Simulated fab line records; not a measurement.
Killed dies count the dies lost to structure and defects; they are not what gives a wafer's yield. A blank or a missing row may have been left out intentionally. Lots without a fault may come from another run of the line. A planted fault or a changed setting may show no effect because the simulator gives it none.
Comparing a struck lot with a sound one    flow sky130    18 steps out of a route of 708
Sound: the wafers L875.1, L875.2, L875.4. Struck: wafers L884.1, L884.2, L884.6. Last of all comes the cause.
At each step with rows: each side's tool, then ch and its chambers, then its first start. Under that, the readings that differ: sound wafers    struck wafers    difference of the means    sigmas: that difference in standard deviations of wafers without a fault.
alike: a reading whose means differ by less than 2 such deviations, as well as words and numbers matching on both sides. not compared: withheld readings; readings where some wafer has no value; bounds like >300 that might hide an equal value; numbers whose values overlap and for which the record gives no deviation.
The two part at a step that has a row with sigmas, a row that says differs or no value, or rows on one side only. Numbers that don't overlap but have no deviation are shown without sigmas and don't part them. Lack of a reading on every wafer of one side parts them only where that side has two or more wafers.

first, 3 steps without rows for these wafers: SKY_VIA1_EXPOSE_09 (exposes mask VIM, target cd 150 nm); SKY_VIA1_PEB_10; SKY_VIA1_DEVELOP_11 (develop time 60 s).
SKY_VIA1_CD_MEAS_12 targets a cd of 150 nm.
  sound on cd-sem-02, day 38 10:20; struck on cd-sem-02, day 39 20:35
reading     sound              struck             difference  sigmas
cd-nm (nm)  152.9 150.5 151.5  147.6 147.3 147.6  -4.1        -2
SKY_VIA1_OVL_MEAS_13:
  sound on overlay-01, day 38 10:27; struck on overlay-02, day 39 20:42
  alike: VIA1_OVL
SKY_VIA1_ETCH_14: etches BARC in N2/H2, stops on SiO2, time 45.9 s, target depth 60 nm.
  sound on rie-diel-01 ch 0,2,3, day 38 10:29; struck on rie-diel-01 ch 1,3, day 39 20:44
  alike: drypump-motor-current-A, oes-product-au, rf-fwd-power-W, throttle-valve-pct
  not compared: rf-hours-counter-h
SKY_VIA1_ETCH_15: etches SiO2 in C4F8/O2/Ar, stops on TiN, target depth 351 nm, time 54 s.
  sound on rie-diel-01 ch 0,2,3, day 38 10:32; struck on rie-diel-01 ch 1,3, day 39 20:47
  alike: oes-product-au, rf-fwd-power-W
  not compared: rf-hours-counter-h
SKY_VIA1_STRIP_16: strips in O2/N2.
  sound on plasma-asher-04 ch 0,1, day 38 10:35; struck on plasma-asher-04 ch 0,1, day 39 20:50
  alike: drypump-motor-current-A, oes-product-au, strip-time-to-endpoint-s
  not compared: rf-hours-counter-h
then, 3 steps without rows for these wafers: SKY_VIA1_STRIP_17 (strips in post etch residue remover, time 1200 s); SKY_VIA1_CLEAN_18 (cleans in IPA, time 180 s); SKY_VIA1_CLEAN_19 (cleans in O3/DIW).
SKY_VIA1_SPUTTER_20: material TiN, target thk 20 nm, time 80 s.
  sound on pvd-sputter-01, day 38 11:12; struck on pvd-sputter-02, day 39 21:25
  alike: throttle-valve-pct
SKY_VIA1_CVD_21: deposits W, target thk 270 nm, time 80.902 s.
  sound on cvd-w-02 ch 0,1, day 38 11:16; struck on cvd-w-01 ch 0,1, day 39 21:29
reading                             sound              struck             difference  sigmas
chamber-pressure-Torr (Torr)        39.98 40.07 40.00  59.89 59.86 59.82  +19.84      +99 or more
model.W_of_VIA1_CVD_21.thk-nm (nm)  271.1 271 271.6    333.1 328.6 333.1  +60.4       
  alike: heater-power-w
  not compared: since-wet-clean-h
SKY_VIA1_RS_MEAS_22: the measuring method here is four-point-probe.
  sound on film-metro-04, day 38 11:21; struck on film-metro-03, day 39 21:34
reading             sound              struck             difference  sigmas
VIA1_W_RS (ohm/sq)  0.425 0.425 0.423  0.344 0.349 0.344  -0.079      -13
SKY_VIA1_THK_MEAS_23: measures by xrf.
  sound on film-metro-04, day 38 11:28; struck on film-metro-03, day 39 21:41
reading          sound        struck       difference  sigmas
VIA1_W_THK (nm)  262 264 262  324 319 323  +59         +16
SKY_VIA1_CMP_24: polishes, stops on SiO2, t overpolish 15 s, target thk 0 nm.
  sound on cmp-02 ch 0,2,3, day 38 11:32; struck on cmp-02 ch 1,2, day 39 21:48
reading                 sound     struck    difference  sigmas
time-to-endpoint-s (s)  67 62 65  91 86 90  +24         +5
  alike: motor-current-A
SKY_METAL2_SPUTTER_00: material Ti, target thk 15 nm, time 10 s.
  sound on pvd-sputter-04, day 38 11:50; struck on pvd-sputter-04, day 39 22:03
  alike: throttle-valve-pct
following that, these wafers have no rows for 1 step: SKY_PAD_OPEN_PROBE_99.

## WHERE THEY PART
Earliest at SKY_VIA1_CD_MEAS_12; latest, in this record, at SKY_VIA1_CMP_24. Later steps at which nothing parts them and some readings are alike: SKY_METAL2_SPUTTER_00.

WHY: whatever the simulator had introduced
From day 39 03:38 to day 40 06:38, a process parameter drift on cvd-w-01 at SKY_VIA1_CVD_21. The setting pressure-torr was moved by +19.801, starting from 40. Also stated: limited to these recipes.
